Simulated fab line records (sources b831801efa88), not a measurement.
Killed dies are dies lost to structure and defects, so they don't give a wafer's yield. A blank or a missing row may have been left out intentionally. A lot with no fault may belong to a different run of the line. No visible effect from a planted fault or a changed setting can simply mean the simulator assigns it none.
Comparing a struck lot with a sound one / flow sky130 / 15 out of 708 route steps
Sound: the wafers L400.1, L400.2, L400.3. The struck wafers were L390.3, L390.4, L390.6. The cause is given at the end.
Order at every step that has rows: each side's tool, ch and its chambers, its first start. Under that, the readings that differ: sound wafers / struck wafers / difference of the means / sigmas: that difference in standard deviations of wafers without a fault.
alike: same words and numbers on both sides, and readings whose means sit less than 2 such deviations apart. not compared: any withheld reading, any reading some wafer has no value for, any bound like >300 that may hide the same value, and any number with overlapping values for which the record gives no deviation.
The two part at a step that has a row with sigmas, a row that says differs or no value, or rows on one side only. Non-overlapping numbers with no deviation appear without sigmas and do not part them. A reading that every wafer of one side lacks parts them only if that side has two wafers or more.

SKY_SD_N_RS_MEAS_16: measurement is done with a four-point probe.
  sound on filmMetro-04, day 34 01:04; struck on filmMetro-04, day 31 00:23
  alike: SD_N_RS
SKY_SD_N_RS_MEAS_17: measurement is done with a four-point probe.
  sound on filmMetro-04, day 34 01:11; struck on filmMetro-04, day 31 00:30
  alike: SD_P_RS
SKY_SD_N_RS_MEAS_18: measurement is done with a four-point probe.
  sound on filmMetro-04, day 34 01:19; struck on filmMetro-04, day 31 00:37
  alike: RES_XHIGH_RS
then, 2 steps without rows for these wafers: SKY_SALICIDE_CLEAN_00 (cleans in HF-last, time 30 s); SKY_LI_CONTACT_HDPCVD_00 (deposits PSG, target thk 930 nm, time 155 s).
SKY_LI_CONTACT_THK_MEAS_01:
  sound on filmMetro-03, day 34 01:33; struck on filmMetro-03, day 31 00:50
  alike: LI_CONTACT_HDPCVD_THK
SKY_LI_CONTACT_CMP_02: polishes PSG.
  sound on cmp-02 ch 0,1,3, day 34 01:37; struck on cmp-02 ch 1,2, day 31 00:53
  alike: motorCurrentA, timeToEndpointS
SKY_LI_CONTACT_BOW_MEAS_03:
  sound on filmMetro-03, day 34 01:55; struck on filmMetro-04, day 31 01:13
  alike: LI_CONTACT_BOW
then, 4 steps without rows for these wafers: SKY_LI_CONTACT_DEHYDRATE_04 (time 60 s); SKY_LI_CONTACT_HMDS_05 (prime time 60 s); SKY_LI_CONTACT_COAT_06 (resist thk 60 nm); SKY_LI_CONTACT_COAT_07 (resist thk 450 nm).
SKY_LI_CONTACT_SOFTBAKE_08: time 90 s.
  sound on lithoTrack-03 ch 0, day 34 14:00; struck on lithoTrack-01 ch 0, day 31 15:00
reading=heaterPowerTotalW (W); sound=57.46 57.41 57.18; struck=58.26 58.01 58.25; difference=+0.82; sigmas=+7
reading=plateTempC (C); sound=99.91 100.01 100.22; struck=100.89 100.85 101.07; difference=+0.89; sigmas=+7
then, 1 step without rows for these wafers: SKY_LI_CONTACT_EXPOSE_09 (exposes mask LICM1, target cd 170 nm).
-- the record jumps here: 16 days lie between the struck wafers' starts before and after (it left off in module LI_CONTACT and takes up again in module PAD_OPEN, whose first step shown is number 708 of the route) --
SKY_PAD_OPEN_PROBE_99:
  sound on prober-01, day 49 22:34; struck on prober-01, day 48 02:02
reading=killedDies; sound=83 78 65; struck=102 108 81; difference=+22; sigmas=+2
  alike: killed_at_M0_to_M3, killed_at_M4_up, killedAtContacts, killedAtFrontEnd, killedAtOther, killedOpen, killedShort

WHERE THEY PART
At SKY_LI_CONTACT_SOFTBAKE_08 first; at SKY_PAD_OPEN_PROBE_99 last (within this record only).

WHY: the cause the simulator had injected
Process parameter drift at SKY_LI_CONTACT_SOFTBAKE_08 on lithoTrack-01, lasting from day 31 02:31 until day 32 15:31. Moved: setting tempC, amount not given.
